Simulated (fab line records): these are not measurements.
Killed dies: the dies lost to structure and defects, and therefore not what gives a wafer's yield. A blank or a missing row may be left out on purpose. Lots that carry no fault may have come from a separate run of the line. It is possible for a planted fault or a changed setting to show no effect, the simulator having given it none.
fab line records / flow sky130
[record] lots = 14 wafers = 42 last_day = 50
route steps=708 shown VT_ADJUST_LVTN@104 VT_ADJUST_NCORE@122 SONOS_ONO@169 POLY_GATE@205 PAD_OPEN@708
lots that met no fault: taken from a fault-free run of the same line
start_h: start of the lot's first displayed wafer, in hours after the record's first day / wait_h: hours from the lot's prior step to this one / " identical to the entry in the row above / L1.1+2: a single row standing in for several wafers / - no value, or no start was given / * or withheld: withheld / < > ~ a bound
route shown NAME@n: names a module that has steps shown in the file, with the first one's number in the route / usual: the fault-free wafers' mean and standard deviation / same: alike in all rows / chamber/n: place in a boat / sites: each site's reading / _std_site: how widely they spread, as a standard deviation / _edge_site: mean of outer sites minus mean of inner sites / radius_mm: for every site, how far away it sits from the centre of the wafer / mask NAME#n: copy n / behind: tool/chamber where the wafer was last shaped / hold: cause of the lot's hold/its duration in hours/its outcome / device: transistor that didn't switch, given as n, p or np / end of line: the same wafers' tests at the end of the route / for a step that has no rows: nothing shown but its recipe / killed: count of dies lost to structure and defects at first sort (not the wafer's yield) / map: the dies of a wafer, with x for killed, . for not killed, _ for no die there
set.NAME: the run value of the setting; set.NAME@STEP: its run value at that earlier step / model.NAME: the simulator's own value behind a step, which no gauge read
a sample of lots followed through the steps of the route, with each step as a table and each wafer as a row
[[steps]]
[step SKY_VT_ADJUST_LVTN_OVL_MEAS_07]
[usual] VT_ADJUST_LVTN_OVL = 0.1/1.4
lot.wafer=L571.1 tool=overlay-02 chamber=- start_h=144.05 wait_h=- VT_ADJUST_LVTN_OVL[nm]=2.0
lot.wafer=L571.2 tool=overlay-02 chamber=- start_h=144.05 wait_h=- VT_ADJUST_LVTN_OVL[nm]=2.3
lot.wafer=L571.5 tool=overlay-02 chamber=- start_h=144.05 wait_h=- VT_ADJUST_LVTN_OVL[nm]=2.5
lot.wafer=L572.2 tool=overlay-01 chamber=- start_h=150.14 wait_h=- VT_ADJUST_LVTN_OVL[nm]=-1.1
lot.wafer=L572.3 tool=overlay-01 chamber=- start_h=150.14 wait_h=- VT_ADJUST_LVTN_OVL[nm]=-1.3
lot.wafer=L572.4 tool=overlay-01 chamber=- start_h=150.14 wait_h=- VT_ADJUST_LVTN_OVL[nm]=-0.3
lot.wafer=L573.2 tool=overlay-01 chamber=- start_h=158.29 wait_h=- VT_ADJUST_LVTN_OVL[nm]=3.9
lot.wafer=L573.4 tool=overlay-01 chamber=- start_h=158.29 wait_h=- VT_ADJUST_LVTN_OVL[nm]=0.5
lot.wafer=L573.5 tool=overlay-01 chamber=- start_h=158.29 wait_h=- VT_ADJUST_LVTN_OVL[nm]=1.5
lot.wafer=L574.2 tool=overlay-01 chamber=- start_h=167.30 wait_h=- VT_ADJUST_LVTN_OVL[nm]=2.3
lot.wafer=L574.3 tool=overlay-01 chamber=- start_h=167.30 wait_h=- VT_ADJUST_LVTN_OVL[nm]=1.0
lot.wafer=L574.5 tool=overlay-01 chamber=- start_h=167.30 wait_h=- VT_ADJUST_LVTN_OVL[nm]=-0.3
lot.wafer=L581.1 tool=overlay-01 chamber=- start_h=211.30 wait_h=- VT_ADJUST_LVTN_OVL[nm]=-0.1
lot.wafer=L581.3 tool=overlay-01 chamber=- start_h=211.30 wait_h=- VT_ADJUST_LVTN_OVL[nm]=-1.4
lot.wafer=L581.5 tool=overlay-01 chamber=- start_h=211.30 wait_h=- VT_ADJUST_LVTN_OVL[nm]=1.5
lot.wafer=L582.1 tool=overlay-01 chamber=- start_h=219.00 wait_h=- VT_ADJUST_LVTN_OVL[nm]=1.1
lot.wafer=L582.4 tool=overlay-01 chamber=- start_h=219.00 wait_h=- VT_ADJUST_LVTN_OVL[nm]=1.2
lot.wafer=L582.6 tool=overlay-01 chamber=- start_h=219.00 wait_h=- VT_ADJUST_LVTN_OVL[nm]=0.5
lot.wafer=L583.1 tool=overlay-02 chamber=- start_h=220.80 wait_h=- VT_ADJUST_LVTN_OVL[nm]=1.2
lot.wafer=L583.3 tool=overlay-02 chamber=- start_h=220.80 wait_h=- VT_ADJUST_LVTN_OVL[nm]=1.4
lot.wafer=L583.5 tool=overlay-02 chamber=- start_h=220.80 wait_h=- VT_ADJUST_LVTN_OVL[nm]=0.0
lot.wafer=L585.2 tool=overlay-02 chamber=- start_h=232.05 wait_h=- VT_ADJUST_LVTN_OVL[nm]=-1.0
lot.wafer=L585.3 tool=overlay-02 chamber=- start_h=232.05 wait_h=- VT_ADJUST_LVTN_OVL[nm]=-1.0
lot.wafer=L585.4 tool=overlay-02 chamber=- start_h=232.05 wait_h=- VT_ADJUST_LVTN_OVL[nm]=-2.3
lot.wafer=L587.1 tool=overlay-02 chamber=- start_h=247.38 wait_h=- VT_ADJUST_LVTN_OVL[nm]=0.7
lot.wafer=L587.4 tool=overlay-02 chamber=- start_h=247.38 wait_h=- VT_ADJUST_LVTN_OVL[nm]=-1.1
lot.wafer=L587.5 tool=overlay-02 chamber=- start_h=247.38 wait_h=- VT_ADJUST_LVTN_OVL[nm]=-0.1
lot.wafer=L590.1 tool=overlay-01 chamber=- start_h=273.45 wait_h=- VT_ADJUST_LVTN_OVL[nm]=-1.0
lot.wafer=L590.2 tool=overlay-01 chamber=- start_h=273.45 wait_h=- VT_ADJUST_LVTN_OVL[nm]=0.2
lot.wafer=L590.6 tool=overlay-01 chamber=- start_h=273.45 wait_h=- VT_ADJUST_LVTN_OVL[nm]=-1.6
lot.wafer=L591.2 tool=overlay-01 chamber=- start_h=274.25 wait_h=- VT_ADJUST_LVTN_OVL[nm]=0.0
lot.wafer=L591.3 tool=overlay-01 chamber=- start_h=274.25 wait_h=- VT_ADJUST_LVTN_OVL[nm]=-0.7
lot.wafer=L591.5 tool=overlay-01 chamber=- start_h=274.25 wait_h=- VT_ADJUST_LVTN_OVL[nm]=0.9
lot.wafer=L592.1 tool=overlay-01 chamber=- start_h=282.30 wait_h=- VT_ADJUST_LVTN_OVL[nm]=-0.2
lot.wafer=L592.3 tool=overlay-01 chamber=- start_h=282.30 wait_h=- VT_ADJUST_LVTN_OVL[nm]=0.6
lot.wafer=L592.5 tool=overlay-01 chamber=- start_h=282.30 wait_h=- VT_ADJUST_LVTN_OVL[nm]=-0.8
lot.wafer=L593.1 tool=overlay-01 chamber=- start_h=285.10 wait_h=- VT_ADJUST_LVTN_OVL[nm]=-1.8
lot.wafer=L593.5 tool=overlay-01 chamber=- start_h=285.10 wait_h=- VT_ADJUST_LVTN_OVL[nm]=1.4
lot.wafer=L593.6 tool=overlay-01 chamber=- start_h=285.10 wait_h=- VT_ADJUST_LVTN_OVL[nm]=-1.6
lot.wafer=L594.2 tool=overlay-01 chamber=- start_h=291.21 wait_h=- VT_ADJUST_LVTN_OVL[nm]=0.6
lot.wafer=L594.3 tool=overlay-01 chamber=- start_h=291.21 wait_h=- VT_ADJUST_LVTN_OVL[nm]=1.5
lot.wafer=L594.4 tool=overlay-01 chamber=- start_h=291.21 wait_h=- VT_ADJUST_LVTN_OVL[nm]=-1.2
[step SKY_VT_ADJUST_NCORE_SOFTBAKE_03]
[recipe] temp_c = 90 time_s = 60 resist = NOVOLAK
[usual] heater_power_total_W = 56.60/0.048 plate_temp_C = 90.01/0.11
lot.wafer=L571.1 tool=litho_track-01 chamber=0 start_h=174.70 wait_h=0.1 heater_power_total_W=56.57 plate_temp_C=90.00
lot.wafer=L571.2 tool=litho_track-01 chamber=0 start_h=174.70 wait_h=0.1 heater_power_total_W=56.59 plate_temp_C=89.92
lot.wafer=L571.5 tool=litho_track-01 chamber=0 start_h=174.70 wait_h=0.1 heater_power_total_W=56.59 plate_temp_C=89.96
lot.wafer=L572.2 tool=litho_track-01 chamber=0 start_h=181.42 wait_h=0.1 heater_power_total_W=56.64 plate_temp_C=90.07
lot.wafer=L572.3 tool=litho_track-01 chamber=0 start_h=181.42 wait_h=0.1 heater_power_total_W=56.56 plate_temp_C=89.90
lot.wafer=L572.4 tool=litho_track-01 chamber=0 start_h=181.42 wait_h=0.1 heater_power_total_W=56.63 plate_temp_C=90.06
lot.wafer=L573.2 tool=litho_track-04 chamber=0 start_h=189.50 wait_h=0.1 heater_power_total_W=56.49 plate_temp_C=90.00
lot.wafer=L573.4 tool=litho_track-04 chamber=0 start_h=189.50 wait_h=0.1 heater_power_total_W=56.56 plate_temp_C=90.02
lot.wafer=L573.5 tool=litho_track-04 chamber=0 start_h=189.50 wait_h=0.1 heater_power_total_W=56.61 plate_temp_C=90.08
lot.wafer=L574.2 tool=litho_track-04 chamber=0 start_h=198.70 wait_h=0.1 heater_power_total_W=56.51 plate_temp_C=90.10
lot.wafer=L574.3 tool=litho_track-04 chamber=0 start_h=198.70 wait_h=0.1 heater_power_total_W=56.61 plate_temp_C=89.98
lot.wafer=L574.5 tool=litho_track-04 chamber=0 start_h=198.70 wait_h=0.1 heater_power_total_W=56.59 plate_temp_C=89.98
lot.wafer=L581.1 tool=litho_track-04 chamber=0 start_h=245.28 wait_h=0.1 heater_power_total_W=56.57 plate_temp_C=90.10
lot.wafer=L581.3 tool=litho_track-04 chamber=0 start_h=245.28 wait_h=0.1 heater_power_total_W=56.59 plate_temp_C=89.91
lot.wafer=L581.5 tool=litho_track-04 chamber=0 start_h=245.28 wait_h=0.1 heater_power_total_W=56.48 plate_temp_C=90.11
lot.wafer=L582.1 tool=litho_track-02 chamber=0 start_h=254.88 wait_h=0.1 heater_power_total_W=55.41 plate_temp_C=88.73
lot.wafer=L582.4 tool=litho_track-02 chamber=0 start_h=254.88 wait_h=0.1 heater_power_total_W=55.37 plate_temp_C=88.72
lot.wafer=L582.6 tool=litho_track-02 chamber=0 start_h=254.88 wait_h=0.1 heater_power_total_W=55.34 plate_temp_C=88.71
lot.wafer=L583.1 tool=litho_track-02 chamber=0 start_h=256.73 wait_h=0.1 heater_power_total_W=55.35 plate_temp_C=88.66
lot.wafer=L583.3 tool=litho_track-02 chamber=0 start_h=256.73 wait_h=0.1 heater_power_total_W=55.52 plate_temp_C=88.72
lot.wafer=L583.5 tool=litho_track-02 chamber=0 start_h=256.73 wait_h=0.1 heater_power_total_W=55.36 plate_temp_C=88.77
lot.wafer=L585.2 tool=litho_track-01 chamber=0 start_h=268.57 wait_h=0.1 heater_power_total_W=56.65 plate_temp_C=89.93
lot.wafer=L585.3 tool=litho_track-01 chamber=0 start_h=268.57 wait_h=0.1 heater_power_total_W=56.50 plate_temp_C=90.00
lot.wafer=L585.4 tool=litho_track-01 chamber=0 start_h=268.57 wait_h=0.1 heater_power_total_W=56.58 plate_temp_C=90.11
lot.wafer=L587.1 tool=litho_track-04 chamber=0 start_h=284.13 wait_h=0.1 heater_power_total_W=56.55 plate_temp_C=90.16
lot.wafer=L587.4 tool=litho_track-04 chamber=0 start_h=284.13 wait_h=0.1 heater_power_total_W=56.64 plate_temp_C=90.01
lot.wafer=L587.5 tool=litho_track-04 chamber=0 start_h=284.13 wait_h=0.1 heater_power_total_W=56.59 plate_temp_C=89.86
lot.wafer=L590.1 tool=litho_track-04 chamber=0 start_h=310.98 wait_h=0.1 heater_power_total_W=56.59 plate_temp_C=90.08
lot.wafer=L590.2 tool=litho_track-04 chamber=0 start_h=310.98 wait_h=0.1 heater_power_total_W=56.63 plate_temp_C=90.01
lot.wafer=L590.6 tool=litho_track-04 chamber=0 start_h=310.98 wait_h=0.1 heater_power_total_W=56.56 plate_temp_C=90.02
lot.wafer=L591.2 tool=litho_track-01 chamber=0 start_h=312.07 wait_h=0.1 heater_power_total_W=56.65 plate_temp_C=90.12
lot.wafer=L591.3 tool=litho_track-01 chamber=0 start_h=312.07 wait_h=0.1 heater_power_total_W=56.53 plate_temp_C=90.24
lot.wafer=L591.5 tool=litho_track-01 chamber=0 start_h=312.07 wait_h=0.1 heater_power_total_W=56.67 plate_temp_C=90.23
lot.wafer=L592.1 tool=litho_track-01 chamber=0 start_h=321.55 wait_h=0.1 heater_power_total_W=56.56 plate_temp_C=89.80
lot.wafer=L592.3 tool=litho_track-01 chamber=0 start_h=321.55 wait_h=0.1 heater_power_total_W=56.59 plate_temp_C=89.82
lot.wafer=L592.5 tool=litho_track-01 chamber=0 start_h=321.55 wait_h=0.1 heater_power_total_W=56.61 plate_temp_C=89.86
lot.wafer=L593.1 tool=litho_track-04 chamber=0 start_h=324.13 wait_h=0.1 heater_power_total_W=56.67 plate_temp_C=89.76
lot.wafer=L593.5 tool=litho_track-04 chamber=0 start_h=324.13 wait_h=0.1 heater_power_total_W=56.55 plate_temp_C=89.85
lot.wafer=L593.6 tool=litho_track-04 chamber=0 start_h=324.13 wait_h=0.1 heater_power_total_W=56.62 plate_temp_C=89.77
lot.wafer=L594.2 tool=litho_track-02 chamber=0 start_h=329.96 wait_h=0.1 heater_power_total_W=56.55 plate_temp_C=89.98
lot.wafer=L594.3 tool=litho_track-02 chamber=0 start_h=329.96 wait_h=0.1 heater_power_total_W=56.58 plate_temp_C=90.01
lot.wafer=L594.4 tool=litho_track-02 chamber=0 start_h=329.96 wait_h=0.1 heater_power_total_W=56.61 plate_temp_C=90.11
[step SKY_SONOS_ONO_THK_MEAS_01]
[recipe] reads = SiO2_of_SONOS_ONO_OXIDATION_00
[usual] SONOS_ONO_OXIDATION_THK = 2.61/0.064
lot.wafer=L571.1 tool=film_metro-01 chamber=- start_h=253.53 wait_h=0.0 SONOS_ONO_OXIDATION_THK[nm]=2.64
lot.wafer=L571.2 tool=film_metro-01 chamber=- start_h=253.53 wait_h=0.0 SONOS_ONO_OXIDATION_THK[nm]=2.56
lot.wafer=L571.5 tool=film_metro-01 chamber=- start_h=253.53 wait_h=0.0 SONOS_ONO_OXIDATION_THK[nm]=2.59
lot.wafer=L572.2 tool=film_metro-03 chamber=- start_h=260.53 wait_h=0.0 SONOS_ONO_OXIDATION_THK[nm]=2.57
lot.wafer=L572.3 tool=film_metro-03 chamber=- start_h=260.53 wait_h=0.0 SONOS_ONO_OXIDATION_THK[nm]=2.55
lot.wafer=L572.4 tool=film_metro-03 chamber=- start_h=260.53 wait_h=0.0 SONOS_ONO_OXIDATION_THK[nm]=2.55
lot.wafer=L573.2 tool=film_metro-01 chamber=- start_h=269.58 wait_h=0.0 SONOS_ONO_OXIDATION_THK[nm]=2.58
lot.wafer=L573.4 tool=film_metro-01 chamber=- start_h=269.58 wait_h=0.0 SONOS_ONO_OXIDATION_THK[nm]=2.63
lot.wafer=L573.5 tool=film_metro-01 chamber=- start_h=269.58 wait_h=0.0 SONOS_ONO_OXIDATION_THK[nm]=2.53
lot.wafer=L574.2 tool=film_metro-02 chamber=- start_h=282.94 wait_h=0.0 SONOS_ONO_OXIDATION_THK[nm]=2.70
lot.wafer=L574.3 tool=film_metro-02 chamber=- start_h=282.94 wait_h=0.0 SONOS_ONO_OXIDATION_THK[nm]=2.72
lot.wafer=L574.5 tool=film_metro-02 chamber=- start_h=282.94 wait_h=0.0 SONOS_ONO_OXIDATION_THK[nm]=2.65
lot.wafer=L581.1 tool=film_metro-03 chamber=- start_h=336.45 wait_h=0.0 SONOS_ONO_OXIDATION_THK[nm]=2.53
lot.wafer=L581.3 tool=film_metro-03 chamber=- start_h=336.45 wait_h=0.0 SONOS_ONO_OXIDATION_THK[nm]=2.57
lot.wafer=L581.5 tool=film_metro-03 chamber=- start_h=336.45 wait_h=0.0 SONOS_ONO_OXIDATION_THK[nm]=2.57
lot.wafer=L582.1 tool=film_metro-02 chamber=- start_h=347.18 wait_h=0.0 SONOS_ONO_OXIDATION_THK[nm]=2.50
lot.wafer=L582.4 tool=film_metro-02 chamber=- start_h=347.18 wait_h=0.0 SONOS_ONO_OXIDATION_THK[nm]=2.49
lot.wafer=L582.6 tool=film_metro-02 chamber=- start_h=347.18 wait_h=0.0 SONOS_ONO_OXIDATION_THK[nm]=2.53
lot.wafer=L583.1 tool=film_metro-03 chamber=- start_h=351.17 wait_h=0.0 SONOS_ONO_OXIDATION_THK[nm]=2.59
lot.wafer=L583.3 tool=film_metro-03 chamber=- start_h=351.17 wait_h=0.0 SONOS_ONO_OXIDATION_THK[nm]=2.51
lot.wafer=L583.5 tool=film_metro-03 chamber=- start_h=351.17 wait_h=0.0 SONOS_ONO_OXIDATION_THK[nm]=2.58
lot.wafer=L585.2 tool=film_metro-02 chamber=- start_h=367.93 wait_h=0.0 SONOS_ONO_OXIDATION_THK[nm]=2.56
lot.wafer=L585.3 tool=film_metro-02 chamber=- start_h=367.93 wait_h=0.0 SONOS_ONO_OXIDATION_THK[nm]=2.58
lot.wafer=L585.4 tool=film_metro-02 chamber=- start_h=367.93 wait_h=0.0 SONOS_ONO_OXIDATION_THK[nm]=2.61
lot.wafer=L587.1 tool=film_metro-03 chamber=- start_h=381.65 wait_h=0.0 SONOS_ONO_OXIDATION_THK[nm]=2.61
lot.wafer=L587.4 tool=film_metro-03 chamber=- start_h=381.65 wait_h=0.0 SONOS_ONO_OXIDATION_THK[nm]=2.61
lot.wafer=L587.5 tool=film_metro-03 chamber=- start_h=381.65 wait_h=0.0 SONOS_ONO_OXIDATION_THK[nm]=2.59
lot.wafer=L590.1 tool=film_metro-03 chamber=- start_h=412.56 wait_h=0.0 SONOS_ONO_OXIDATION_THK[nm]=2.61
lot.wafer=L590.2 tool=film_metro-03 chamber=- start_h=412.56 wait_h=0.0 SONOS_ONO_OXIDATION_THK[nm]=2.60
lot.wafer=L590.6 tool=film_metro-03 chamber=- start_h=412.56 wait_h=0.0 SONOS_ONO_OXIDATION_THK[nm]=2.57
lot.wafer=L591.2 tool=film_metro-02 chamber=- start_h=412.57 wait_h=0.0 SONOS_ONO_OXIDATION_THK[nm]=2.69
lot.wafer=L591.3 tool=film_metro-02 chamber=- start_h=412.57 wait_h=0.0 SONOS_ONO_OXIDATION_THK[nm]=2.70
lot.wafer=L591.5 tool=film_metro-02 chamber=- start_h=412.57 wait_h=0.0 SONOS_ONO_OXIDATION_THK[nm]=2.68
lot.wafer=L592.1 tool=film_metro-01 chamber=- start_h=425.33 wait_h=0.0 SONOS_ONO_OXIDATION_THK[nm]=2.67
lot.wafer=L592.3 tool=film_metro-01 chamber=- start_h=425.33 wait_h=0.0 SONOS_ONO_OXIDATION_THK[nm]=2.63
lot.wafer=L592.5 tool=film_metro-01 chamber=- start_h=425.33 wait_h=0.0 SONOS_ONO_OXIDATION_THK[nm]=2.62
lot.wafer=L593.1 tool=film_metro-01 chamber=- start_h=428.18 wait_h=0.0 SONOS_ONO_OXIDATION_THK[nm]=2.67
lot.wafer=L593.5 tool=film_metro-01 chamber=- start_h=428.18 wait_h=0.0 SONOS_ONO_OXIDATION_THK[nm]=2.70
lot.wafer=L593.6 tool=film_metro-01 chamber=- start_h=428.18 wait_h=0.0 SONOS_ONO_OXIDATION_THK[nm]=2.77
lot.wafer=L594.2 tool=film_metro-02 chamber=- start_h=431.32 wait_h=0.0 SONOS_ONO_OXIDATION_THK[nm]=2.70
lot.wafer=L594.3 tool=film_metro-02 chamber=- start_h=431.32 wait_h=0.0 SONOS_ONO_OXIDATION_THK[nm]=2.71
lot.wafer=L594.4 tool=film_metro-02 chamber=- start_h=431.32 wait_h=0.0 SONOS_ONO_OXIDATION_THK[nm]=2.72
[step SKY_POLY_GATE_THK_MEAS_01]
[recipe] reads = poly-Si_of_POLY_GATE_CVD_00
[usual] POLY_GATE_CVD_00_THK = 180.2/1.2
lot.wafer=L571.1 tool=film_metro-01 chamber=- start_h=313.16 wait_h=0.0 POLY_GATE_CVD_00_THK[nm]=180.7
lot.wafer=L571.2 tool=film_metro-01 chamber=- start_h=313.16 wait_h=0.0 POLY_GATE_CVD_00_THK[nm]=182.9
lot.wafer=L571.5 tool=film_metro-01 chamber=- start_h=313.16 wait_h=0.0 POLY_GATE_CVD_00_THK[nm]=180.8
lot.wafer=L572.2 tool=film_metro-04 chamber=- start_h=320.40 wait_h=0.0 POLY_GATE_CVD_00_THK[nm]=180.1
lot.wafer=L572.3 tool=film_metro-04 chamber=- start_h=320.40 wait_h=0.0 POLY_GATE_CVD_00_THK[nm]=180.0
lot.wafer=L572.4 tool=film_metro-04 chamber=- start_h=320.40 wait_h=0.0 POLY_GATE_CVD_00_THK[nm]=179.9
lot.wafer=L573.2 tool=film_metro-01 chamber=- start_h=330.55 wait_h=0.0 POLY_GATE_CVD_00_THK[nm]=179.5
lot.wafer=L573.4 tool=film_metro-01 chamber=- start_h=330.55 wait_h=0.0 POLY_GATE_CVD_00_THK[nm]=179.8
lot.wafer=L573.5 tool=film_metro-01 chamber=- start_h=330.55 wait_h=0.0 POLY_GATE_CVD_00_THK[nm]=178.3
lot.wafer=L574.2 tool=film_metro-01 chamber=- start_h=347.05 wait_h=0.0 POLY_GATE_CVD_00_THK[nm]=178.3
lot.wafer=L574.3 tool=film_metro-01 chamber=- start_h=347.05 wait_h=0.0 POLY_GATE_CVD_00_THK[nm]=179.7
lot.wafer=L574.5 tool=film_metro-01 chamber=- start_h=347.05 wait_h=0.0 POLY_GATE_CVD_00_THK[nm]=178.6
lot.wafer=L581.1 tool=film_metro-03 chamber=- start_h=407.69 wait_h=0.0 POLY_GATE_CVD_00_THK[nm]=179.4
lot.wafer=L581.3 tool=film_metro-03 chamber=- start_h=407.69 wait_h=0.0 POLY_GATE_CVD_00_THK[nm]=179.2
lot.wafer=L581.5 tool=film_metro-03 chamber=- start_h=407.69 wait_h=0.0 POLY_GATE_CVD_00_THK[nm]=181.9
lot.wafer=L582.1 tool=film_metro-01 chamber=- start_h=415.73 wait_h=0.0 POLY_GATE_CVD_00_THK[nm]=179.3
lot.wafer=L582.4 tool=film_metro-01 chamber=- start_h=415.73 wait_h=0.0 POLY_GATE_CVD_00_THK[nm]=178.9
lot.wafer=L582.6 tool=film_metro-01 chamber=- start_h=415.73 wait_h=0.0 POLY_GATE_CVD_00_THK[nm]=179.1
lot.wafer=L583.1 tool=film_metro-03 chamber=- start_h=420.85 wait_h=0.0 POLY_GATE_CVD_00_THK[nm]=179.8
lot.wafer=L583.3 tool=film_metro-03 chamber=- start_h=420.85 wait_h=0.0 POLY_GATE_CVD_00_THK[nm]=180.0
lot.wafer=L583.5 tool=film_metro-03 chamber=- start_h=420.85 wait_h=0.0 POLY_GATE_CVD_00_THK[nm]=181.0
lot.wafer=L585.2 tool=film_metro-01 chamber=- start_h=444.85 wait_h=0.0 POLY_GATE_CVD_00_THK[nm]=181.3
lot.wafer=L585.3 tool=film_metro-01 chamber=- start_h=444.85 wait_h=0.0 POLY_GATE_CVD_00_THK[nm]=181.0
lot.wafer=L585.4 tool=film_metro-01 chamber=- start_h=444.85 wait_h=0.0 POLY_GATE_CVD_00_THK[nm]=181.4
lot.wafer=L587.1 tool=film_metro-03 chamber=- start_h=452.57 wait_h=0.0 POLY_GATE_CVD_00_THK[nm]=180.0
lot.wafer=L587.4 tool=film_metro-03 chamber=- start_h=452.57 wait_h=0.0 POLY_GATE_CVD_00_THK[nm]=179.7
lot.wafer=L587.5 tool=film_metro-03 chamber=- start_h=452.57 wait_h=0.0 POLY_GATE_CVD_00_THK[nm]=181.0
lot.wafer=L590.1 tool=film_metro-03 chamber=- start_h=482.99 wait_h=0.0 POLY_GATE_CVD_00_THK[nm]=179.4
lot.wafer=L590.2 tool=film_metro-03 chamber=- start_h=482.99 wait_h=0.0 POLY_GATE_CVD_00_THK[nm]=177.9
lot.wafer=L590.6 tool=film_metro-03 chamber=- start_h=482.99 wait_h=0.0 POLY_GATE_CVD_00_THK[nm]=177.5
lot.wafer=L591.2 tool=film_metro-04 chamber=- start_h=483.00 wait_h=0.0 POLY_GATE_CVD_00_THK[nm]=180.0
lot.wafer=L591.3 tool=film_metro-04 chamber=- start_h=483.00 wait_h=0.0 POLY_GATE_CVD_00_THK[nm]=180.4
lot.wafer=L591.5 tool=film_metro-04 chamber=- start_h=483.00 wait_h=0.0 POLY_GATE_CVD_00_THK[nm]=180.4
lot.wafer=L592.1 tool=film_metro-03 chamber=- start_h=497.43 wait_h=0.0 POLY_GATE_CVD_00_THK[nm]=180.6
lot.wafer=L592.3 tool=film_metro-03 chamber=- start_h=497.43 wait_h=0.0 POLY_GATE_CVD_00_THK[nm]=179.4
lot.wafer=L592.5 tool=film_metro-03 chamber=- start_h=497.43 wait_h=0.0 POLY_GATE_CVD_00_THK[nm]=180.6
lot.wafer=L593.1 tool=film_metro-03 chamber=- start_h=498.96 wait_h=0.0 POLY_GATE_CVD_00_THK[nm]=180.9
lot.wafer=L593.5 tool=film_metro-03 chamber=- start_h=498.96 wait_h=0.0 POLY_GATE_CVD_00_THK[nm]=181.0
lot.wafer=L593.6 tool=film_metro-03 chamber=- start_h=498.96 wait_h=0.0 POLY_GATE_CVD_00_THK[nm]=182.7
lot.wafer=L594.2 tool=film_metro-03 chamber=- start_h=500.50 wait_h=0.0 POLY_GATE_CVD_00_THK[nm]=177.8
lot.wafer=L594.3 tool=film_metro-03 chamber=- start_h=500.50 wait_h=0.0 POLY_GATE_CVD_00_THK[nm]=179.5
lot.wafer=L594.4 tool=film_metro-03 chamber=- start_h=500.50 wait_h=0.0 POLY_GATE_CVD_00_THK[nm]=180.2
[step SKY_PAD_OPEN_PROBE_99]
[usual] killed_at_M0_to_M3 = 43/7.5 killed_at_M4_up = 3.2/1.9 killed_at_contacts = 24/4.9 killed_at_front_end = 15/4.3 killed_at_other = 0.4/0.72 killed_dies = 86/9.1 killed_open = 47/6.5 killed_short = 39/6.5
[same] gross_dies = 492 killed_at_back_side = 0
lot.wafer=L573.2 tool=prober-02 chamber=- start_h=1101.00 wait_h=0.1 killed_at_M0_to_M3=31 killed_at_M4_up=4 killed_at_contacts=21 killed_at_front_end=16 killed_at_other=1 killed_dies=73 killed_open=38 killed_short=34
lot.wafer=L573.4 tool=prober-02 chamber=- start_h=1101.10 wait_h=0.2 killed_at_M0_to_M3=41 killed_at_M4_up=3 killed_at_contacts=25 killed_at_front_end=16 killed_at_other=0 killed_dies=85 killed_open=39 killed_short=46
lot.wafer=L573.5 tool=prober-02 chamber=- start_h=1101.15 wait_h=0.2 killed_at_M0_to_M3=35 killed_at_M4_up=0 killed_at_contacts=19 killed_at_front_end=18 killed_at_other=0 killed_dies=72 killed_open=37 killed_short=33
lot.wafer=L582.1 tool=prober-01 chamber=- start_h=1155.56 wait_h=0.1 killed_at_M0_to_M3=41 killed_at_M4_up=3 killed_at_contacts=30 killed_at_front_end=12 killed_at_other=0 killed_dies=86 killed_open=50 killed_short=34
lot.wafer=L582.4 tool=prober-01 chamber=- start_h=1155.71 wait_h=0.2 killed_at_M0_to_M3=45 killed_at_M4_up=2 killed_at_contacts=18 killed_at_front_end=11 killed_at_other=0 killed_dies=76 killed_open=45 killed_short=30
lot.wafer=L582.6 tool=prober-01 chamber=- start_h=1155.81 wait_h=0.2 killed_at_M0_to_M3=44 killed_at_M4_up=6 killed_at_contacts=9 killed_at_front_end=16 killed_at_other=1 killed_dies=76 killed_open=46 killed_short=30
// killed by level:class
L573.2 LI_CONTACT:geometric_particle:open=7 VIA1:geometric_particle:short=7 CONTACT:geometric_particle:open=6 VIA1:geometric_particle:open=6 METAL2:geometric_particle:short=5 VIA2:geometric_particle:open=5 FIELD_ISO:geometric_particle:open=4 FIELD_ISO:geometric_particle:short=4
L573.4 CONTACT:geometric_particle:open=12 VIA3:geometric_particle:open=9 FIELD_ISO:geometric_particle:short=6 CONTACT:geometric_particle:short=6 METAL1:geometric_particle:short=6 VIA1:geometric_particle:short=6 VIA1:geometric_particle:open=5 VIA3:geometric_particle:short=5
L573.5 CONTACT:geometric_particle:open=11 VIA1:geometric_particle:open=9 METAL1:geometric_particle:short=7 VIA2:geometric_particle:open=5 FIELD_ISO:geometric_particle:open=4 FIELD_ISO:geometric_particle:short=4 POLY_GATE:geometric_particle:short=4 VIA1:geometric_particle:short=3
L582.1 CONTACT:geometric_particle:open=13 VIA3:geometric_particle:open=8 VIA1:geometric_particle:open=7 LI_CONTACT:geometric_particle:open=7 METAL2:geometric_particle:short=6 VIA3:geometric_particle:short=5 METAL1:geometric_particle:short=5 FIELD_ISO:geometric_particle:open=4
L582.4 VIA1:geometric_particle:open=11 VIA2:geometric_particle:open=8 LI_CONTACT:geometric_particle:open=6 VIA3:geometric_particle:open=5 FIELD_ISO:geometric_particle:short=4 METAL1:geometric_particle:short=4 VIA2:geometric_particle:short=4 LOCAL_INTERCONNECT:geometric_particle:short=3
L582.6 VIA1:geometric_particle:open=15 FIELD_ISO:geometric_particle:open=5 VIA3:geometric_particle:open=5 CONTACT:geometric_particle:open=5 VIA2:geometric_particle:short=5 VIA2:geometric_particle:open=5 VIA3:geometric_particle:short=5 POLY_GATE:geometric_particle:open=3
[[key]]
[first_sign] step = SKY_VT_ADJUST_NCORE_SOFTBAKE_03 reading = heater_power_total_W direction = down sigmas = 25 usual = * struck = *
[effect] step = SKY_VT_ADJUST_NCORE_SOFTBAKE_03 reading = plate_temp_C direction = down sigmas = 11 usual = * struck = *
met_at SKY_VT_ADJUST_NCORE_SOFTBAKE_03
struck_lots L582,L583
tester_left_out L582,L583
not_acting_at SKY_VT_ADJUST_LVTN_OVL_MEAS_07,SKY_SONOS_ONO_THK_MEAS_01,SKY_POLY_GATE_THK_MEAS_01
[fault] kind = process_parameter_drift tool = litho_track-02 chamber = - onset_h = 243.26 steps = SKY_VT_ADJUST_NCORE_SOFTBAKE_03 channel = temp_c offset = * shape = step end_h = 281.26 acts_in = * stated = *
// tester_left_out: of these lots the tester's yield and bins aren't shown, on N5 and GAA mostly nor the transistor test; their killed dies are dies lost to structure and defects alone, not to doping, threshold or leakage, so they don't give the yield
